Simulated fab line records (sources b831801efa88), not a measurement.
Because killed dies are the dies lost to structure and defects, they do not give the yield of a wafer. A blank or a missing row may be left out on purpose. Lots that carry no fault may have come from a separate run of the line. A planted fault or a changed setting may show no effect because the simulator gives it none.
fab line records    flow sky130
record: lots: 12  wafers: 36  lastDay: 50
route steps=708 shown VT_ADJUST_HVTR@139 SONOS_ONO@170 PAD_OPEN@708
lots with no fault: from the same line, run without faults
startH: start of the lot's first displayed wafer, in hours after the record's first day    waitH: hours elapsed since this lot's preceding step    " repeats the value in the row above    L1.1+2: a single row standing in for several wafers    - no value, or no start was given    * or withheld: withheld    < > ~ a bound
route shown NAME@n: names a module that has steps shown in the file, with the first one's number in the route    usual: average and standard deviation across the fault-free wafers    same: alike in all rows    chamber/n: place in a boat    sites: each site's reading    _std_site: how widely they spread, as a standard deviation    _edge_site: outer sites' mean less inner sites'    radiusMm: how far each site lies from the wafer's centre    mask NAME#n: copy n    behind: tool/chamber where the wafer was last shaped    hold: what put the lot on hold/how long, in hours/how the hold closed    device: the n, p or np transistor that did not switch    end of line: the same wafers' tests at the end of the route    where a step has no rows: the recipe by itself    killed: not the wafer's yield, but the dies lost to structure and defects at the first sort    map: a wafer's dies, x killed, . not, _ none there
set.NAME: the setting the step ran with; set.NAME@STEP: the setting that earlier step ran with    model.NAME: the simulator's own value behind a step, which no gauge read
route steps across a sampled set of lots; one table per step, one row per wafer
services: a tool's chamber out of use, with start hour (startH, from the record's first day; less than 0 if before it), hours out, and reason
== steps ==
step: SKY_VT_ADJUST_HVTR_OVL_MEAS_08
usual: VT_ADJUST_HVTR_OVL: 0.5/1.4
lot.wafer  tool        chamber  startH  waitH  VT_ADJUST_HVTR_OVL[nm]
L188.2     overlay-02  -        224.33  0.1    1.0
L188.4     "           -        "       "      0.3
L188.6     "           -        "       "      1.2
L189.2     overlay-02  -        227.37  0.1    0.6
L189.4     "           -        "       "      0.2
L189.5     "           -        "       "      0.3
L190.2     overlay-01  -        240.32  0.1    -0.6
L190.3     "           -        "       "      1.3
L190.6     "           -        "       "      0.5
L191.2     overlay-01  -        249.77  0.1    2.5
L191.5     "           -        "       "      3.0
L191.6     "           -        "       "      0.5
L192.2     overlay-02  -        255.02  0.1    3.6
L192.3     "           -        "       "      2.9
L192.6     "           -        "       "      3.8
L194.1     overlay-02  -        272.17  0.1    0.4
L194.2     "           -        "       "      -0.7
L194.6     "           -        "       "      -2.3
L195.1     overlay-01  -        275.67  0.1    -0.8
L195.2     "           -        "       "      1.3
L195.3     "           -        "       "      1.1
L197.2     overlay-02  -        288.77  0.1    -0.3
L197.4     "           -        "       "      -1.1
L197.6     "           -        "       "      0.0
L198.3     overlay-01  -        299.17  0.1    2.0
L198.5     "           -        "       "      0.5
L198.6     "           -        "       "      1.7
L199.1     overlay-02  -        310.84  0.1    1.7
L199.3     "           -        "       "      1.5
L199.6     "           -        "       "      1.1
L208.1     overlay-02  -        369.87  0.1    0.2
L208.3     "           -        "       "      -0.7
L208.6     "           -        "       "      -0.8
L207.1     overlay-01  -        373.92  0.1    -1.6
L207.5     "           -        "       "      -1.3
L207.6     "           -        "       "      -1.3
step: SKY_SONOS_ONO_CVD_02
recipe: material: Si3N4  precursor: DCS/NH3  targetThkNm: 10.5  tempC: 770  timeS: 180  pressureMtorr: 250
usual: spikeTcCentreC: 771.7/1  spikeTcUpperC: 770.7/0.97  zonePowerCentrePct: 15.0/0.59  zonePowerLowerPct: 13.1/1.1  zonePowerUpperPct: 13.14/0.25
lot.wafer  tool      chamber  startH  waitH  spikeTcCentreC  spikeTcUpperC  zonePowerCentrePct  zonePowerLowerPct  zonePowerUpperPct
L188.2     lpcvd-02  0        275.78  0.0    770.9           771.3          14.3                14.8               12.81
L188.4     "         0        "       "      772.6           771.4          14.3                14.5               12.68
L188.6     "         0        "       "      771.7           771.9          14.5                14.5               12.77
L189.2     lpcvd-02  0        278.66  0.0    770.8           769.8          14.3                14.7               12.87
L189.4     "         0        "       "      770.9           771.7          14.4                14.5               12.77
L189.5     "         0        "       "      771.5           772.6          14.3                14.5               12.93
L190.2     lpcvd-02  1        290.81  0.0    770.9           770.6          15.3                12.2               13.40
L190.3     "         1        "       "      771.7           770.2          15.6                12.2               13.16
L190.6     "         1        "       "      770.3           771.1          15.4                12.1               13.12
L191.2     lpcvd-02  1        304.87  1.5    771.9           771.3          15.4                12.2               13.28
L191.5     "         1        "       "      774.1           772.7          15.8                12.4               13.31
L191.6     "         1        "       "      772.2           771.0          15.4                12.1               13.36
L192.2     lpcvd-02  0        307.28  1.4    772.1           769.6          14.2                14.7               12.64
L192.3     "         0        "       "      770.7           771.5          14.1                14.1               12.74
L192.6     "         0        "       "      771.8           770.9          14.3                14.5               13.10
L194.1     lpcvd-02  1        327.20  0.1    771.0           770.2          15.5                12.3               13.45
L194.2     "         1        "       "      772.5           770.0          15.4                12.1               13.23
L194.6     "         1        "       "      771.4           769.7          15.4                12.1               13.26
L195.1     lpcvd-02  1        331.24  1.6    772.9           768.2          15.3                12.2               13.09
L195.2     "         1        "       "      773.3           770.2          15.6                12.2               13.60
L195.3     "         1        "       "      773.8           769.7          15.4                12.1               13.54
L197.2     lpcvd-02  1        343.55  0.5    769.4           770.9          15.4                12.2               13.23
L197.4     "         1        "       "      772.0           770.5          15.6                12.3               13.25
L197.6     "         1        "       "      772.9           770.5          15.4                12.1               13.43
L198.3     lpcvd-02  1        354.61  0.3    793.5           768.6          21.5                9.6                10.70
L198.5     "         1        "       "      792.3           768.3          21.3                9.6                10.55
L198.6     "         1        "       "      793.6           766.4          21.8                9.4                10.45
L199.1     lpcvd-02  1        369.62  1.8    792.2           768.5          21.5                9.4                10.50
L199.3     "         1        "       "      791.4           766.8          22.0                9.6                10.61
L199.6     "         1        "       "      791.5           768.8          21.7                9.5                10.48
L208.1     lpcvd-02  1        431.52  0.1    772.8           768.9          15.5                12.1               13.13
L208.3     "         1        "       "      771.9           770.4          15.4                12.3               13.13
L208.6     "         1        "       "      771.5           771.9          15.6                12.3               13.44
L207.1     lpcvd-02  0        437.48  0.1    770.7           770.5          14.2                14.5               13.01
L207.5     "         0        "       "      771.8           769.7          14.4                14.6               13.22
L207.6     "         0        "       "      772.7           768.2          14.5                14.3               12.85
step: SKY_SONOS_ONO_THK_MEAS_03
recipe: reads: Si3N4_of_SONOS_ONO_CVD_02
usual: SONOS_ONO_CVD_02_THK: 10.46/0.15
lot.wafer  tool          chamber  startH  waitH  SONOS_ONO_CVD_02_THK[nm]
L188.2     filmMetro-04  -        276.84  0.0    10.38
L188.4     "             -        "       "      10.36
L188.6     "             -        "       "      10.35
L189.2     filmMetro-04  -        279.72  0.0    10.13
L189.4     "             -        "       "      10.16
L189.5     "             -        "       "      10.13
L190.2     filmMetro-01  -        291.87  0.0    10.44
L190.3     "             -        "       "      10.41
L190.6     "             -        "       "      10.45
L191.2     filmMetro-03  -        305.93  0.0    10.34
L191.5     "             -        "       "      10.30
L191.6     "             -        "       "      10.44
L192.2     filmMetro-03  -        308.34  0.0    10.58
L192.3     "             -        "       "      10.36
L192.6     "             -        "       "      10.30
L194.1     filmMetro-04  -        328.25  0.0    10.31
L194.2     "             -        "       "      10.30
L194.6     "             -        "       "      10.41
L195.1     filmMetro-03  -        332.29  0.0    10.57
L195.2     "             -        "       "      10.49
L195.3     "             -        "       "      10.53
L197.2     filmMetro-01  -        344.61  0.0    10.68
L197.4     "             -        "       "      10.51
L197.6     "             -        "       "      10.68
L198.3     filmMetro-03  -        355.68  0.0    11.29
L198.5     "             -        "       "      11.59
L198.6     "             -        "       "      11.90
L199.1     filmMetro-01  -        370.67  0.0    10.84
L199.3     "             -        "       "      11.08
L199.6     "             -        "       "      11.91
L208.1     filmMetro-03  -        432.57  0.0    10.42
L208.3     "             -        "       "      10.37
L208.6     "             -        "       "      10.38
L207.1     filmMetro-03  -        438.53  0.0    10.22
L207.5     "             -        "       "      10.32
L207.6     "             -        "       "      10.45
step: SKY_SONOS_ONO_CD_MEAS_13
recipe: targetCdNm: 410
usual: cdNm: 409.3/2.5
lot.wafer  tool      chamber  startH  waitH  cdNm
L188.2     cdSem-01  -        303.39  0.1    408.5
L188.4     "         -        "       "      408.1
L188.6     "         -        "       "      408.2
L189.2     cdSem-01  -        307.17  0.1    408.8
L189.4     "         -        "       "      407.4
L189.5     "         -        "       "      409.1
L190.2     cdSem-01  -        317.84  0.1    406.7
L190.3     "         -        "       "      406.3
L190.6     "         -        "       "      404.5
L191.2     cdSem-01  -        333.16  0.1    408.0
L191.5     "         -        "       "      410.0
L191.6     "         -        "       "      409.1
L192.2     cdSem-01  -        336.19  0.1    407.7
L192.3     "         -        "       "      407.8
L192.6     "         -        "       "      405.2
L194.1     cdSem-02  -        356.85  0.1    406.5
L194.2     "         -        "       "      406.2
L194.6     "         -        "       "      405.6
L195.1     cdSem-02  -        361.85  0.1    411.1
L195.2     "         -        "       "      408.2
L195.3     "         -        "       "      410.9
L197.2     cdSem-01  -        374.12  0.1    408.7
L197.4     "         -        "       "      409.9
L197.6     "         -        "       "      407.1
L198.3     cdSem-01  -        384.99  0.1    405.3
L198.5     "         -        "       "      404.3
L198.6     "         -        "       "      403.1
L199.1     cdSem-02  -        401.32  0.1    411.3
L199.3     "         -        "       "      413.5
L199.6     "         -        "       "      411.6
L208.1     cdSem-01  -        464.20  0.1    409.4
L208.3     "         -        "       "      409.2
L208.6     "         -        "       "      407.7
L207.1     cdSem-01  -        470.77  0.1    417.1
L207.5     "         -        "       "      416.8
L207.6     "         -        "       "      415.4
step: SKY_SONOS_ONO_STRIP_17
recipe: chemistry: O2/N2  powerW: 1400  pressureMtorr: 1500  platenTempC: withheld  o2FlowSccm: 3000  n2FlowSccm: 300  overashFraction: 0.5
usual: drypumpMotorCurrentA: 5.6/0.47  oesProductAu: 0.710/0.0045  stripTimeToEndpointS: 14.09/0.044
lot.wafer  tool            chamber  startH  waitH  drypumpMotorCurrentA  oesProductAu  rfHoursCounterH  stripTimeToEndpointS
L188.2     plasmaAsher-02  0        303.64  0.0    5.8                   0.704         46               14.09
L188.4     "               0        "       "      5.8                   0.706         -                14.07
L188.6     "               0        "       "      5.8                   0.708         -                14.12
L189.2     plasmaAsher-01  1        307.42  0.0    5.6                   0.707         18               14.11
L189.4     "               0        "       "      6.1                   0.719         -                14.08
L189.5     "               0        "       "      6.1                   0.711         -                14.08
L190.2     plasmaAsher-02  1        318.08  0.0    4.8                   0.698         48               14.11
L190.3     "               0        "       "      5.7                   0.706         -                14.12
L190.6     "               0        "       "      5.8                   0.712         -                14.12
L191.2     plasmaAsher-01  0        333.41  0.0    6.1                   0.712         21               14.00
L191.5     "               1        "       "      5.5                   0.713         -                14.02
L191.6     "               0        "       "      6.1                   0.704         -                14.06
L192.2     plasmaAsher-04  1        336.44  0.0    5.5                   0.707         66               14.05
L192.3     "               1        "       "      5.5                   0.702         -                14.01
L192.6     "               1        "       "      5.5                   0.711         -                14.01
L194.1     plasmaAsher-02  1        357.11  0.0    4.8                   0.712         51               14.07
L194.2     "               0        "       "      5.8                   0.709         51               14.04
L194.6     "               0        "       "      5.7                   0.708         -                14.03
L195.1     plasmaAsher-01  1        362.11  0.0    5.5                   0.710         24               14.10
L195.2     "               0        "       "      6.1                   0.716         24               14.09
L195.3     "               0        "       "      6.1                   0.708         -                14.12
L197.2     plasmaAsher-01  0        374.36  0.0    6.1                   0.717         25               14.12
L197.4     "               1        "       "      5.5                   0.708         -                14.12
L197.6     "               0        "       "      6.1                   0.714         -                14.10
L198.3     plasmaAsher-02  0        385.25  0.0    5.8                   0.717         -                14.07
L198.5     "               0        "       "      5.8                   0.712         -                14.01
L198.6     "               1        "       "      4.8                   0.707         -                14.07
L199.1     plasmaAsher-02  0        401.59  0.0    5.8                   0.705         56               14.07
L199.3     "               1        "       "      4.8                   0.710         -                14.11
L199.6     "               1        "       "      4.8                   0.712         -                14.13
L208.1     plasmaAsher-02  0        464.46  0.0    5.8                   0.712         62               14.09
L208.3     "               1        "       "      4.8                   0.701         -                14.13
L208.6     "               1        "       "      4.8                   0.713         -                14.11
L207.1     plasmaAsher-01  0        471.03  0.0    6.1                   0.709         35               14.07
L207.5     "               1        "       "      5.6                   0.709         -                14.14
L207.6     "               0        "       "      6.1                   0.711         -                14.04
step: SKY_PAD_OPEN_PROBE_99
usual: killed_at_M0_to_M3: 44/7.3  killed_at_M4_up: 3.1/1.6  killedAtContacts: 24/5.4  killedAtFrontEnd: 15/4  killedAtOther: 0.2/0.49  killedDies: 86/10  killedOpen: 48/7.3  killedShort: 38/6.3
same: grossDies: 492  killedAtBackSide: 0
lot.wafer  tool       chamber  startH   waitH  killed_at_M0_to_M3  killed_at_M4_up  killedAtContacts  killedAtFrontEnd  killedAtOther  killedDies  killedOpen  killedShort
L191.2     prober-02  -        1113.47  0.1    34                  1                10                13                1              59          33          26
L191.5     prober-02  -        1113.62  0.2    43                  2                26                12                0              83          54          29
L191.6     prober-02  -        1113.67  0.2    45                  5                34                19                0              103         59          44
killed by level:class
L191.2 VIA1:geometricParticle:open=10 FIELD_ISO:geometricParticle:open=7 LI_CONTACT:geometricParticle:open=4 VIA1:geometricParticle:short=4 METAL3:geometricParticle:short=4 LI_CONTACT:geometricParticle:short=3 CONTACT:geometricParticle:open=3 VIA3:geometricParticle:open=3
L191.5 VIA1:geometricParticle:open=13 CONTACT:geometricParticle:open=8 VIA3:geometricParticle:open=8 VIA2:geometricParticle:open=7 LI_CONTACT:geometricParticle:open=6 CONTACT:geometricParticle:short=4 METAL3:geometricParticle:short=4 SPACER:geometricParticle:short=3
L191.6 LI_CONTACT:geometricParticle:open=12 VIA1:geometricParticle:open=12 VIA2:geometricParticle:open=12 CONTACT:geometricParticle:open=9 FIELD_ISO:geometricParticle:short=7 CONTACT:geometricParticle:short=7 POLY_GATE:geometricParticle:open=6 METAL1:geometricParticle:short=6
== services ==
tool            chamber  startH  hours  kind
plasmaAsher-04  -        259.42  1.2    repair
lpcvd-02        -        325.50  1.0    repair
plasmaAsher-02  -        339.43  4.0    repair
plasmaAsher-04  -        383.22  0.9    repair
plasmaAsher-04  -        421.25  9.0    pm
plasmaAsher-04  0        421.25  9.0    ventCycle
plasmaAsher-04  1        421.25  9.0    ventCycle
plasmaAsher-04  0        430.25  -      clean
plasmaAsher-04  1        430.25  -      clean
== key ==
firstSign: step: SKY_SONOS_ONO_CVD_02  reading: spikeTcCentreC  direction: up  sigmas: 20  usual: 771.7  struck: 792.4
effect: step: SKY_SONOS_ONO_CVD_02  reading: zonePowerCentrePct  direction: up  sigmas: 11  usual: 15.0  struck: 21.6
effect: step: SKY_SONOS_ONO_THK_MEAS_03  reading: SONOS_ONO_CVD_02_THK  direction: up  sigmas: 6.7  usual: 10.46  struck: 11.43
metAt SKY_SONOS_ONO_CVD_02
struckLots L198,L199
testerLeftOut L198,L199
notActingAt SKY_VT_ADJUST_HVTR_OVL_MEAS_08,SKY_SONOS_ONO_CD_MEAS_13,SKY_SONOS_ONO_STRIP_17
onsetBetween 343.55 354.61
fault: kind: processParameterDrift  tool: lpcvd-02  chamber: -  onsetH: 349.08  steps: SKY_SONOS_ONO_CVD_02  channel: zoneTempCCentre  offset: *  shape: step  endH: 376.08
testerLeftOut: of these lots the tester's yield and bins aren't shown, on N5 and GAA mostly nor the transistor test; their killed dies are dies lost to structure and defects alone, not to doping, threshold or leakage, so they don't give the yield
